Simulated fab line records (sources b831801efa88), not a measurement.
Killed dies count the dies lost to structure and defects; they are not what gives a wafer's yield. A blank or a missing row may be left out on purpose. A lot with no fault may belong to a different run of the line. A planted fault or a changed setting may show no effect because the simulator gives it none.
fab line records | flow sky130
[record] lots = 11 wafers = 33 last-day = 50
route steps=708 shown FIELD_ISO@14 PWDE@52 SONOS_ONO@171 METAL5@676
lots that met no fault: from a run of the same line without faults
start-h: the number of hours between the record's first day and the start of the first shown wafer of the lot | wait-h: how many hours have passed since the lot's step before this one | " as in the row above | L1.1+2: a row that stands for several wafers | - value missing, or start not given | * or withheld: withheld | < > ~ a bound
route shown NAME@n: a module of which the file shows steps, and the number in the route of the first | usual: mean and standard deviation over wafers with no fault | same: alike in all rows | chamber/n: place in a boat | sites: each site's reading | _std_site: the values' standard deviation | _edge_site: mean of outer sites minus mean of inner sites | radius-mm: how far each site lies from the wafer's centre | mask NAME#n: copy n | behind: tool/chamber where the wafer was last shaped | hold: reason for holding the lot/hours on hold/outcome of the hold | device: which transistor (n, p or np) failed to switch | end of line: the route-end tests of the same wafers | a step with no rows: only its recipe | killed: the dies lost at the first sort to structure and to defects; this is not the yield of the wafer | map: the dies of a wafer, with x for killed, . for not killed, _ for no die there
set.NAME: the setting the step ran with; set.NAME@STEP: the setting that earlier step ran with | model.NAME: the simulator's own value behind a step, which no gauge read
a sample of lots followed through the steps of the route, with each step as a table and each wafer as a row
services: the hour from which a tool's chamber was out of use, counted from the record's first day as start-h (under 0 if before that day), plus the number of hours and why
[[steps]]
[step SKY_FIELD_ISO_CD_MEAS_13]
[recipe] target-cd-nm = 150
[usual] cd-nm = 150.4/1.5
// columns lot.wafer tool chamber start-h wait-h cd-nm
L978.3 cd-sem-01 - 28.57 - 151.8
L978.4 " - " " 151.2
L978.5 " - " " 151.5
L981.1 cd-sem-02 - 45.05 - 150.9
L981.5 " - " " 149.6
L981.6 " - " " 149.6
L982.1 cd-sem-02 - 49.50 - 150.1
L982.3 " - " " 149.2
L982.6 " - " " 148.9
L986.2 cd-sem-02 - 69.65 - 149.3
L986.4 " - " " 149.7
L986.6 " - " " 150.2
L987.3 cd-sem-01 - 75.66 - 152.1
L987.5 " - " " 151.1
L987.6 " - " " 150.5
L989.1 cd-sem-01 - 85.18 - 150.4
L989.3 " - " " 151.1
L989.6 " - " " 149.7
L990.1 cd-sem-02 - 90.75 - 151.3
L990.2 " - " " 150.1
L990.6 " - " " 150.6
L996.1 cd-sem-01 - 121.92 - 147.6
L996.4 " - " " 147.7
L996.5 " - " " 147.3
L997.1 cd-sem-02 - 126.38 - 153.6
L997.4 " - " " 153.6
L997.5 " - " " 154.2
L999.1 cd-sem-02 - 138.73 - 150.5
L999.3 " - " " 150.1
L999.5 " - " " 150.4
L101.2 cd-sem-01 - 147.29 - 149.3
L101.3 " - " " 149.7
L101.5 " - " " 148.8
[step SKY_PWDE_OVL_MEAS_07]
[usual] PWDE_OVL = -1.7/1.4
// columns lot.wafer tool chamber start-h wait-h PWDE_OVL[nm]
L978.3 overlay-01 - 67.79 - -2.7
L978.4 " - " " -0.1
L978.5 " - " " -2.3
L981.1 overlay-02 - 84.12 - -4.9
L981.5 " - " " -5.4
L981.6 " - " " -3.8
L982.1 overlay-01 - 90.33 - -0.8
L982.3 " - " " 1.1
L982.6 " - " " -0.8
L986.2 overlay-01 - 110.19 - 0.2
L986.4 " - " " -1.1
L986.6 " - " " 0.8
L987.3 overlay-01 - 119.84 - -0.1
L987.5 " - " " -1.1
L987.6 " - " " -1.4
L989.1 overlay-01 - 127.33 - -1.4
L989.3 " - " " -1.9
L989.6 " - " " -1.3
L990.1 overlay-02 - 133.42 - -2.2
L990.2 " - " " -0.5
L990.6 " - " " 0.3
L996.1 overlay-01 - 165.12 - -0.8
L996.4 " - " " -0.6
L996.5 " - " " -0.5
L997.1 overlay-01 - 169.97 - -0.1
L997.4 " - " " -0.6
L997.5 " - " " 1.0
L999.1 overlay-02 - 184.07 - -0.5
L999.3 " - " " -2.3
L999.5 " - " " -1.4
L101.2 overlay-01 - 191.69 - 0.7
L101.3 " - " " -0.1
L101.5 " - " " -0.5
[step SKY_SONOS_ONO_THK_MEAS_03]
[recipe] reads = Si3N4_of_SONOS_ONO_CVD_02
[usual] SONOS_ONO_CVD_02_THK = 10.48/0.15
// columns lot.wafer tool chamber start-h wait-h SONOS_ONO_CVD_02_THK[nm]
L978.3 film-metro-01 - 248.32 0.0 10.72
L978.4 " - " " 10.74
L978.5 " - " " 10.51
L981.1 film-metro-02 - 267.59 0.0 10.61
L981.5 " - " " 10.61
L981.6 " - " " 10.59
L982.1 film-metro-01 - 277.29 0.0 10.57
L982.3 " - " " 10.59
L982.6 " - " " 10.58
L986.2 film-metro-01 - 303.12 0.0 10.36
L986.4 " - " " 10.32
L986.6 " - " " 10.32
L987.3 film-metro-03 - 316.46 0.0 10.53
L987.5 " - " " 10.71
L987.6 " - " " 10.57
L989.1 film-metro-01 - 325.94 0.0 10.41
L989.3 " - " " 10.34
L989.6 " - " " 10.35
L990.1 film-metro-02 - 332.28 0.0 10.58
L990.2 " - " " 10.70
L990.6 " - " " 10.46
L996.1 film-metro-01 - 380.39 0.0 10.57
L996.4 " - " " 10.52
L996.5 " - " " 10.63
L997.1 film-metro-02 - 386.22 0.0 10.33
L997.4 " - " " 10.27
L997.5 " - " " 10.31
L999.1 film-metro-01 - 408.54 0.0 10.21
L999.3 " - " " 10.39
L999.5 " - " " 10.23
L101.2 film-metro-01 - 424.33 0.0 10.56
L101.3 " - " " 10.53
L101.5 " - " " 10.57
[step SKY_METAL5_METAL_ETCH_15]
[recipe] target-depth-a = 12600 stop-on = SiO2 over-etch-frac = 0.2 time-s = 252 chemistry = Cl2/BCl3 resist-sidewall-deg = 86 pressure-mtorr = 10 icp-w = 900 bias-w = 48.5 Cl2_flow_sccm = 60 bcl3-flow-sccm = 30
[usual] chamber-pressure-mTorr = 10.001/0.0093 drypump-motor-current-A = 5.7/0.51 oes-product-au = 0.893/0.0052 run-length-s = 280.3/0.64 throttle-valve-pct = 22.264/0.0091
// columns lot.wafer tool chamber start-h wait-h chamber-pressure-mTorr drypump-motor-current-A oes-product-au rf-hours-counter-h run-length-s throttle-valve-pct
L978.3 rie-metal-04 0 1024.38 0.1 9.989 5.5 0.892 - 280.3 22.257
L978.4 " 1 " " 9.999 5.0 0.885 - 280.0 22.277
L978.5 " 0 " " 10.001 5.5 0.893 - 280.2 22.260
L981.1 rie-metal-02 1 1041.65 0.0 10.006 6.2 0.902 19 280.0 22.273
L981.5 " 0 " " 9.984 5.7 0.904 - 280.3 22.267
L981.6 " 1 " " 10.006 6.2 0.893 - 279.9 22.256
L982.1 rie-metal-02 1 1045.89 0.0 9.993 6.2 0.899 20 279.9 22.260
L982.3 " 0 " " 10.001 5.7 0.889 - 280.2 22.277
L982.6 " 0 " " 10.010 5.7 0.891 - 280.0 22.269
L986.2 rie-metal-02 0 1069.95 0.0 10.007 5.7 0.973 19 263.9 22.263
L986.4 " 0 " " 10.002 5.7 0.887 - 280.2 22.262
L986.6 " 0 " " 9.979 5.7 0.963 - 264.0 22.266
L987.3 rie-metal-02 0 1080.16 0.1 10.003 5.7 0.888 - 280.7 22.264
L987.5 " 1 " " 9.991 6.2 0.888 - 280.1 22.266
L987.6 " 0 " " 10.011 5.7 0.963 - 263.7 22.268
L989.1 rie-metal-04 0 1089.85 0.0 10.009 5.5 0.895 30 280.0 22.262
L989.3 " 0 " " 10.008 5.5 0.891 - 280.4 22.267
L989.6 " 1 " " 10.019 5.0 0.895 - 280.1 22.268
L990.1 rie-metal-03 0 1095.77 0.1 9.999 6.4 0.897 10 280.2 22.263
L990.2 " 0 " " 9.998 6.4 0.892 - 280.0 22.260
L990.6 " 0 " " 9.991 6.4 0.897 - 280.1 22.257
L996.1 rie-metal-03 1 1128.09 0.0 9.993 5.4 0.897 2 280.3 22.262
L996.4 " 1 " " 10.002 5.4 0.888 - 280.2 22.255
L996.5 " 1 " " 10.001 5.4 0.899 - 280.2 22.266
L997.1 rie-metal-04 1 1145.25 0.0 9.995 5.0 0.890 13 280.4 22.278
L997.4 " 0 " " 9.970 5.5 0.900 - 280.1 22.272
L997.5 " 1 " " 10.016 5.0 0.893 - 280.7 22.267
L999.1 rie-metal-04 1 1150.05 0.1 10.008 5.0 0.898 14 279.9 22.249
L999.3 " 1 " " 10.007 5.0 0.892 - 280.8 22.265
L999.5 " 1 " " 10.003 5.0 0.891 - 279.8 22.273
L101.2 rie-metal-04 1 1155.17 0.1 9.993 5.0 0.902 - 280.1 22.248
L101.3 " 1 " " 9.987 5.0 0.887 - 280.2 22.283
L101.5 " 1 " " 10.025 5.0 0.895 - 280.4 22.260
[step SKY_METAL5_STRIP_16]
[recipe] chemistry = O2/N2 power-w = 1400 pressure-mtorr = 1500 platen-temp-c = withheld o2-flow-sccm = 3000 n2-flow-sccm = 300 overash-fraction = 0.5
[usual] chamber-pressure-mTorr = 1500.1/1.4 drypump-motor-current-A = 5.7/0.46 oes-product-au = 0.710/0.0045 strip-time-to-endpoint-s = 13.06/0.16
// columns lot.wafer tool chamber start-h wait-h chamber-pressure-mTorr drypump-motor-current-A oes-product-au rf-hours-counter-h strip-time-to-endpoint-s
L978.3 plasma-asher-04 0 1024.57 0.1 1499.3 6.1 0.710 - 12.96
L978.4 " 1 " " 1498.3 5.2 0.708 - 13.10
L978.5 " 1 " " 1499.8 5.2 0.713 - 13.06
L981.1 plasma-asher-01 1 1041.89 0.2 1500.7 5.0 0.715 30 13.13
L981.5 " 1 " " 1499.4 5.0 0.715 - 13.05
L981.6 " 0 " " 1502.8 6.4 0.711 - 13.14
L982.1 plasma-asher-01 1 1046.12 0.2 1501.0 5.0 0.712 30 13.23
L982.3 " 1 " " 1499.1 5.0 0.712 - 13.18
L982.6 " 0 " " 1500.4 6.4 0.709 - 13.18
L986.2 plasma-asher-03 1 1070.19 0.2 1499.5 5.7 0.717 95 13.68
L986.4 " 0 " " 1502.2 5.8 0.706 - 13.23
L986.6 " 1 " " 1500.9 5.7 0.710 - 13.76
L987.3 plasma-asher-03 1 1080.35 0.1 1500.7 5.7 0.709 - 13.10
L987.5 " 1 " " 1499.6 5.7 0.708 - 13.13
L987.6 " 0 " " 1501.1 5.8 0.710 - 13.61
L989.1 plasma-asher-03 1 1090.09 0.2 1498.6 5.7 0.710 97 12.88
L989.3 " 1 " " 1502.5 5.7 0.714 - 13.00
L989.6 " 0 " " 1501.3 5.7 0.705 - 13.16
L990.1 plasma-asher-03 0 1096.24 0.4 1497.7 5.8 0.715 98 12.93
L990.2 " 1 " " 1500.2 5.7 0.712 98 12.85
L990.6 " 0 " " 1499.2 5.8 0.705 - 12.88
L996.1 plasma-asher-03 0 1128.32 0.2 1497.4 5.7 0.705 101 12.96
L996.4 " 0 " " 1499.2 5.8 0.711 - 13.06
L996.5 " 0 " " 1499.8 5.8 0.711 - 13.08
L997.1 plasma-asher-03 0 1145.49 0.2 1500.8 5.8 0.704 103 13.28
L997.4 " 1 " " 1502.1 5.7 0.711 - 13.08
L997.5 " 1 " " 1501.5 5.7 0.713 - 13.35
L999.1 plasma-asher-01 1 1150.52 0.4 1497.3 4.9 0.714 42 13.28
L999.3 " 1 " " 1499.3 5.0 0.697 - 13.27
L999.5 " 1 " " 1501.3 5.0 0.714 - 13.25
L101.2 plasma-asher-04 1 1155.56 0.3 1501.0 5.2 0.714 70 13.22
L101.3 " 0 " " 1498.8 6.1 0.702 - 13.22
L101.5 " 0 " " 1500.7 6.1 0.712 - 13.23
[[services]]
// columns tool chamber start-h hours kind
rie-metal-04 1 1025.74 13.0 repair
plasma-asher-04 - 1063.70 28.1 pm
rie-metal-03 1 1078.95 - clean
rie-metal-03 1 1078.95 22.9 scheduled-down
rie-metal-03 1 1078.95 22.9 vent-cycle
plasma-asher-01 - 1084.41 1.9 repair
plasma-asher-03 - 1098.16 1.7 repair
plasma-asher-04 - 1105.90 0.8 repair
rie-metal-04 0 1108.49 13.5 repair
rie-metal-02 0 1118.86 47.7 repair
rie-metal-02 1 1128.55 37.4 repair
rie-metal-04 0 1145.49 - clean
rie-metal-04 0 1145.49 - consumable-replace:focus-ring
rie-metal-04 0 1145.49 15.0 scheduled-down
rie-metal-04 0 1145.49 15.0 vent-cycle
[[key]]
[first-sign] step = SKY_METAL5_METAL_ETCH_15 reading = run-length-s direction = down sigmas = 26 usual = * struck = *
[effect] step = SKY_METAL5_METAL_ETCH_15 reading = oes-product-au direction = up sigmas = 14 usual = 0.893 struck = 0.966
[effect] step = SKY_METAL5_STRIP_16 reading = strip-time-to-endpoint-s direction = up sigmas = 4 usual = * struck = *
met-at SKY_METAL5_METAL_ETCH_15
struck-lots L986,L987
struck-wafers L986.2,L986.6,L987.6
not-acting-at SKY_FIELD_ISO_CD_MEAS_13,SKY_PWDE_OVL_MEAS_07,SKY_SONOS_ONO_THK_MEAS_03
onset-between 1045.89 1069.95
[fault] kind = process-parameter-drift tool = rie-metal-02 chamber = - onset-h = 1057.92 steps = SKY_METAL5_METAL_ETCH_15 channel = time-s offset = * shape = step end-h = 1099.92 scope = struck-wafers-only acts-in = * stated = *
